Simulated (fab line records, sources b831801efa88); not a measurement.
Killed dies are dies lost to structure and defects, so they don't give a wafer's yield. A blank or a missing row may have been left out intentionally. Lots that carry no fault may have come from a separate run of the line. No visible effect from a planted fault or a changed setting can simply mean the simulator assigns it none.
The tool behind it: which one?	flow sky130	Sampling: 10 lots, 30 wafers, 4 of 708 route steps

WHAT THE GAUGES READ, wafer by wafer
SKY_CAPM_RS_MEAS_03: uses a four-point probe to measure.
lot	measured	on	CAPM_TIN_RS (ohm/sq)
L545	day 37 02:04	filmMetro-02	6.95 6.90 6.95
L546	day 38 06:59	filmMetro-03	7.06 7.03 6.37
L555	day 40 17:38	filmMetro-02	6.83 6.77 6.73
L557	day 41 16:34	filmMetro-03	6.92 6.78 6.92
L559	day 41 20:57	filmMetro-02	6.82 6.92 6.86
L560	day 41 23:22	filmMetro-03	6.99 7.00 6.96
L562	day 42 07:34	filmMetro-03	6.95 6.98 6.93
L563	day 42 10:06	filmMetro-02	6.92 6.99 6.99
L564	day 43 02:52	filmMetro-02	7.08 7.07 7.11
L565	day 43 07:15	filmMetro-02	7.01 7.03 7.00

TOOL THAT RAN EACH LOT (tool first, then ch and the chambers of the sampled wafers, then the start)
lot	SKY_METAL2_DESCUM_17	SKY_METAL3_SPUTTER_00	SKY_CAPM_SPUTTER_02
L545	rieMetal-04 ch 0,1, day 35 21:16	pvdSputter-03, day 37 01:40	pvdSputter-01, day 37 01:53
L546	rieMetal-04 ch 0, day 37 01:08	pvdSputter-02, day 38 06:34	pvdSputter-01, day 38 06:49
L555	rieMetal-04 ch 0,1, day 39 14:19	pvdSputter-03, day 40 17:17	pvdSputter-04, day 40 17:32
L557	rieMetal-02 ch 0,1, day 40 12:37	pvdSputter-03, day 41 16:11	pvdSputter-04, day 41 16:25
L559	rieMetal-02 ch 0,1, day 40 16:55	pvdSputter-03, day 41 20:34	pvdSputter-04, day 41 20:48
L560	rieMetal-04 ch 0,1, day 40 18:55	pvdSputter-02, day 41 23:01	pvdSputter-01, day 41 23:15
L562	rieMetal-02 ch 0,1, day 41 04:14	pvdSputter-03, day 42 07:11	pvdSputter-01, day 42 07:25
L563	rieMetal-01 ch 1, day 41 07:32	pvdSputter-04, day 42 09:44	pvdSputter-01, day 42 09:58
L564	rieMetal-02 ch 0,1, day 42 00:43	pvdSputter-04, day 43 02:31	pvdSputter-01, day 43 02:45
L565	rieMetal-01 ch 0,1, day 42 03:16	pvdSputter-04, day 43 06:54	pvdSputter-01, day 43 07:08
- SKY_METAL2_DESCUM_17: chemistry O2, time 8 s.
- SKY_METAL3_SPUTTER_00: material Ti, target thk 15 nm, time 10 s.
- SKY_CAPM_SPUTTER_02: material TiN, target thk 200 nm, time 166.7 s.

THE ANSWER, worked out from the rows above alone
Rule: the usual values come from the lots themselves. The widest of any qualifying gaps counts: lots, ordered by their means at a reading, are off when they make up no more than a third of the lots, leave a main group of 4 or more, and stand apart from it by 3 or more times the standard deviation of that group's means. A main group whose means are all the same, to the digits that the tables above print for the reading, isn't used. A lot without any number at a reading at which 4 lots or more have one is off too. Where the step has rows for the other lots, those lots are counted as sound.
No lot is off on any of the readings shown, so nothing can be concluded from this.

WHAT WAS PUT IN BY THE SIMULATOR
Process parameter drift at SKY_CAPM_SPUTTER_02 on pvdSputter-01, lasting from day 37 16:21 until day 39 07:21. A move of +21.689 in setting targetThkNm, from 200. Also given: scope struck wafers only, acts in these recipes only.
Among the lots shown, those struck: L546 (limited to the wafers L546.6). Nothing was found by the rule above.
